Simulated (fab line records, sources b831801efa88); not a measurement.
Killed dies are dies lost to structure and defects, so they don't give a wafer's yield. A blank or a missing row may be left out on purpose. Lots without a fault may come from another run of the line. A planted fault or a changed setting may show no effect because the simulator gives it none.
A struck lot beside a sound one | flow gf180mcu | 15 steps out of a route of 602
Sound: wafers L325.3, L325.4, L325.5. Struck: wafers L329.1, L329.5, L329.6. The cause comes at the end.
At each step with rows: each side's tool, then ch and its chambers, then its first start. Under that, the readings that differ: sound wafers | struck wafers | difference of the means | sigmas: that difference in standard deviations of wafers without a fault.
alike: readings whose means differ by less than 2 such deviations, and words and numbers that are the same on both sides. not compared: withheld readings, readings that some wafer has no value for, bounds like >300 that may hide the same value, and numbers for which the record gives no deviation and whose values overlap.
The two part at a step that has a row with sigmas, a row that says differs or no value, or rows on one side only. Numbers that don't overlap but have no deviation are shown without sigmas and don't part them. A reading that every wafer of one side lacks parts them only if that side has two wafers or more.

first, 2 steps without rows for these wafers: GF_V3_STRIP_19 (strips in post etch residue remover, time 1200 s); GF_V3_CLEAN_20 (cleans in DIW).
GF_V3_SPUTTER_21: material Ti, target thk 15 nm, time 77.09 s.
  sound on pvd_sputter-04, day 23 16:50; struck on pvd_sputter-02, day 24 16:26
  alike: cathode_dc_power_W, chamber_pressure_pa, substrate_temp_c, throttle_valve_pct
GF_V3_SPUTTER_22: material TiN, target thk 10 nm, time 40 s.
  sound on pvd_sputter-04, day 23 16:53; struck on pvd_sputter-02, day 24 16:29
  alike: cathode_dc_power_W, chamber_pressure_pa, throttle_valve_pct
GF_V3_CVD_23: deposits W, target thk 350 nm, time 104.9 s.
  sound on cvd_w-02 ch 0,1, day 23 16:58; struck on cvd_w-02 ch 0,1, day 24 16:32
  alike: heater_power_outer_w, heater_power_w
GF_V3_RS_MEAS_24: measures by four-point-probe.
  sound on film_metro-03, day 23 17:05; struck on film_metro-01, day 24 16:38
  alike: V3_W_RS
GF_V3_THK_MEAS_25: measures by xrf.
  sound on film_metro-03, day 23 17:11; struck on film_metro-01, day 24 16:46
  alike: V3_W_THK
GF_V3_CMP_26: polishes, stops on SiO2, t overpolish 15 s, target thk 0 nm.
  sound on cmp-01 ch 0,1,2, day 23 17:13; struck on cmp-01 ch 0,3, day 24 16:52
  alike: motor_current_A, overpolish_run_s, time_to_endpoint_s
GF_M4_SPUTTER_00: material Ti, target thk 37.5 nm, time 150 s.
  sound on pvd_sputter-01, day 23 17:31; struck on pvd_sputter-03, day 24 17:07
  alike: cathode_dc_power_W, chamber_pressure_pa, substrate_temp_c, throttle_valve_pct
then, 3 steps without rows for these wafers: GF_M4_SPUTTER_01 (material TiN, target thk 30 nm, time 25 s); GF_M4_SPUTTER_02 (material AlCu, target thk 450 nm, time 23.9 s); GF_M4_SPUTTER_03 (material Ti, target thk 10 nm, time 6.7 s).
GF_M4_SPUTTER_04: material TiN, target thk 50 nm, time 41.7 s.
  sound on pvd_sputter-01, day 23 17:42; struck on pvd_sputter-03, day 24 17:18
  no value came back on the struck wafers for cathode_dc_power_W (W), chamber_pressure_pa (Pa), throttle_valve_pct (%); on the sound wafers cathode_dc_power_W (W) reads 6499.9 6502.2 6499.8
GF_M4_THK_MEAS_06: measures by xrf.
  sound on film_metro-02, day 23 17:53; struck on film_metro-01, day 24 17:28
  reading          | sound       | struck      | difference | sigmas
  M4_ALCU_THK (nm) | 462 451 464 | 510 505 513 | +50        | +11
then, 1 step without rows for these wafers: GF_M4_DEHYDRATE_07 (time 60 s).

WHERE THEY PART
First at GF_M4_SPUTTER_04; last, within this record, at GF_M4_THK_MEAS_06.

WHY: what the simulator had put in
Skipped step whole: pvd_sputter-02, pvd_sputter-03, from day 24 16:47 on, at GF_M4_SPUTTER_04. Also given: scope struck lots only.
